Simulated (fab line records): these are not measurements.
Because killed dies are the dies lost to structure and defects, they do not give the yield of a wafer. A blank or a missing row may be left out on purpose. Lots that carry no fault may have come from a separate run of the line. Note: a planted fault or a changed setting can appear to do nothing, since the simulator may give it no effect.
Which tool was responsible? ; flow sky130 ; Sampling: 14 lots, 42 wafers, 4 of 708 route steps

WHAT THE GAUGES SHOWED, per wafer
The record lacks any reading of a measuring or inspecting step that a usual standard deviation could be used to judge.

EACH LOT AND THE TOOL THAT RAN IT (in order: tool; ch and the chambers of the sampled wafers; start)
lot;SKY_METAL1_SPUTTER_00;SKY_METAL1_SPUTTER_02;SKY_VIA1_EXPOSE_09;SKY_VIA1_ETCH_14
L381;pvdSputter-04, day 31 22:37;pvdSputter-04, day 31 22:39;krfScanner-01 ch 0, day 33 17:11;rieDiel-04 ch 2,3, day 34 06:29
L382;pvdSputter-04, day 32 01:51;pvdSputter-04, day 32 01:54;krfScanner-02 ch 0, day 33 22:14;rieDiel-02 ch 1,2, day 34 09:47
L383;pvdSputter-01, day 32 05:18;pvdSputter-01, day 32 05:21;krfScanner-01 ch 0, day 34 00:37;rieDiel-02 ch 0,2,3, day 34 11:26
L384;pvdSputter-03, day 32 19:13;pvdSputter-03, day 32 19:16;krfScanner-01 ch 0, day 34 11:15;rieDiel-04 ch 1,2,3, day 35 00:55
L385;pvdSputter-03, day 32 20:22;pvdSputter-03, day 32 20:25;krfScanner-02 ch 0, day 34 12:31;rieDiel-02 ch 0,1,2, day 35 02:56
L386;pvdSputter-03, day 33 02:25;pvdSputter-03, day 33 02:28;krfScanner-02 ch 0, day 34 18:54;rieDiel-04 ch 0,1,3, day 35 08:46
L387;pvdSputter-04, day 33 08:30;pvdSputter-04, day 33 08:32;krfScanner-01 ch 0, day 35 02:48;rieDiel-04 ch 1,2,3, day 35 14:35
L389;pvdSputter-03, day 34 04:28;pvdSputter-03, day 34 04:31;krfScanner-01 ch 0, day 35 20:28;rieDiel-04 ch 1,3, day 36 11:05
L391;pvdSputter-04, day 34 11:11;pvdSputter-04, day 34 11:14;krfScanner-02 ch 0, day 36 04:20;rieDiel-04 ch 0,1,2, day 36 16:41
L400;pvdSputter-03, day 37 15:36;pvdSputter-03, day 37 15:39;krfScanner-02, day 39 05:16;rieDiel-03 ch 0,2,3, day 39 18:40
L399;pvdSputter-04, day 37 15:54;pvdSputter-04, day 37 15:57;krfScanner-01, day 39 06:26;rieDiel-02 ch 0,1,3, day 39 19:17
L401;pvdSputter-01, day 37 18:20;pvdSputter-01, day 37 18:23;krfScanner-02 ch 0, day 39 09:47;rieDiel-03 ch 0,3, day 39 21:53
L404;pvdSputter-04, day 38 22:55;pvdSputter-04, day 38 22:58;krfScanner-02 ch 0, day 40 14:38;rieDiel-02 ch 1,2, day 41 01:23
L403;pvdSputter-03, day 39 06:54;pvdSputter-03, day 39 06:57;krfScanner-01 ch 0, day 40 21:44;rieDiel-02 ch 0,1,2, day 41 08:20
- SKY_METAL1_SPUTTER_00: material Ti, target thk 15 nm, time 10 s.
- SKY_METAL1_SPUTTER_02: material AlCu, target thk 250 nm, time 13.3 s.
- SKY_VIA1_EXPOSE_09: exposes mask VIM, target cd 150 nm.
- SKY_VIA1_ETCH_14: etches BARC in N2/H2, stops on SiO2, time 45.9 s, target depth 60 nm.

WHAT THE TOOLS THEMSELVES READ (means of the sampled wafers that have a number; where no wafer has one, the mark that the record gives instead)
SKY_METAL1_SPUTTER_00. Usual: chamberPressurePa 0.4000 Pa, standard deviation 0.0008; throttleValvePct 30.2 %, standard deviation 1.4.
lot;tool;chamberPressurePa (Pa);throttleValvePct (%);flag
L381;pvdSputter-04;0.3997;30.4;
L382;pvdSputter-04;0.3996;30.2;
L383;pvdSputter-01;0.3993;29.4;
L384;pvdSputter-03;0.4001;30.6;
L385;pvdSputter-03;0.4004;29.1;
L386;pvdSputter-03;0.3999;30.7;
L387;pvdSputter-04;0.3997;30.2;
L389;pvdSputter-03;0.3999;29.9;
L391;pvdSputter-04;0.4007;30.5;
L400;pvdSputter-03;0.4006;31.6;
L399;pvdSputter-04;0.3995;30.2;
L401;pvdSputter-01;0.4004;30.5;
L404;pvdSputter-04;0.4001;30.5;
L403;pvdSputter-03;0.4002;29.9;

SKY_METAL1_SPUTTER_02. Usual: chamberPressurePa 0.4001 Pa, standard deviation 0.00083; throttleValvePct 30.2 %, standard deviation 1.4.
lot;tool;chamberPressurePa (Pa);throttleValvePct (%);flag
L381;pvdSputter-04;0.3994;30.3;
L382;pvdSputter-04;0.4002;30.2;
L383;pvdSputter-01;0.4000;29.5;
L384;pvdSputter-03;0.4000;30.5;
L385;pvdSputter-03;0.3996;29.2;
L386;pvdSputter-03;0.4003;30.7;
L387;pvdSputter-04;0.3996;30.1;
L389;pvdSputter-03;0.4007;30.0;
L391;pvdSputter-04;0.4009;30.4;
L400;pvdSputter-03;0.4002;31.5;
L399;pvdSputter-04;0.3999;30.1;
L401;pvdSputter-01;0.4005;30.7;
L404;pvdSputter-04;0.3994;30.5;
L403;pvdSputter-03;0.3999;30.1;

SKY_VIA1_EXPOSE_09. Usual: exposureDoseMJCm2 38.26, standard deviation 0.3; focusOffsetNm 0.1 nm, standard deviation 0.49; reticleTempC 23.00 C, standard deviation 0.098.
lot;tool;exposureDoseMJCm2;focusOffsetNm (nm);reticleTempC (C);flag
L381;krfScanner-01;37.97;-0.1;23.01;
L382;krfScanner-02;38.57;-0.4;23.07;
L383;krfScanner-01;38.02;0.5;22.98;
L384;krfScanner-01;38.01;0.5;22.97;
L385;krfScanner-02;38.55;0.7;23.00;
L386;krfScanner-02;38.58;-0.3;23.04;
L387;krfScanner-01;37.93;0.5;22.98;
L389;krfScanner-01;37.96;-0.4;22.98;
L391;krfScanner-02;38.55;0.2;22.99;
L400;krfScanner-02;-;-;-;OFF
L399;krfScanner-01;-;-;-;OFF
L401;krfScanner-02;38.61;-0.1;23.06;
L404;krfScanner-02;38.53;-0.0;22.98;
L403;krfScanner-01;37.99;0.8;23.04;

SKY_VIA1_ETCH_14. Usual: drypumpMotorCurrentA 5.9 A, standard deviation 0.38; oesProductAu 0.854 a.u., standard deviation 0.0049; throttleValvePct 13.224 %, standard deviation 0.009.
lot;tool;drypumpMotorCurrentA (A);oesProductAu (a.u.);throttleValvePct (%);flag
L381;rieDiel-04;5.7;0.857;13.228;
L382;rieDiel-02;5.9;0.853;13.225;
L383;rieDiel-02;6.3;0.855;13.224;
L384;rieDiel-04;5.9;0.854;13.220;
L385;rieDiel-02;6.0;0.854;13.225;
L386;rieDiel-04;6.0;0.853;13.228;
L387;rieDiel-04;5.9;0.854;13.231;
L389;rieDiel-04;5.9;0.848;13.229;
L391;rieDiel-04;6.2;0.854;13.218;
L400;rieDiel-03;5.5;0.855;13.226;
L399;rieDiel-02;6.2;0.852;13.227;
L401;rieDiel-03;5.8;0.861;13.218;
L404;rieDiel-02;6.0;0.850;13.221;
L403;rieDiel-02;6.0;0.854;13.230;

THE ANSWER, worked out from the rows above alone
Rule: lot off if the mean of its wafers having a number is beyond 3 standard deviations from the usual mean. Also off: a lot with no number at a reading for which 4 or more lots have one. Where the step has rows for the other lots, those lots are counted as sound. Order of review: gauges by route order, followed by the tools' own readings, for which a lot's mean as printed above is used. The first step at which some lot is off is used, and at that step the reading that is off furthest; a lot without a number counts as furthest.
Off, at SKY_VIA1_EXPOSE_09 on exposureDoseMJCm2: L400, L399. Without a number there: L400, L399.
If a tool, at that step or one of the process steps before it, ran each lot that is off and ran no sound lot following the first of them, it fits. No candidate that was tried fits.

WHAT THE SIMULATOR HAD PUT IN
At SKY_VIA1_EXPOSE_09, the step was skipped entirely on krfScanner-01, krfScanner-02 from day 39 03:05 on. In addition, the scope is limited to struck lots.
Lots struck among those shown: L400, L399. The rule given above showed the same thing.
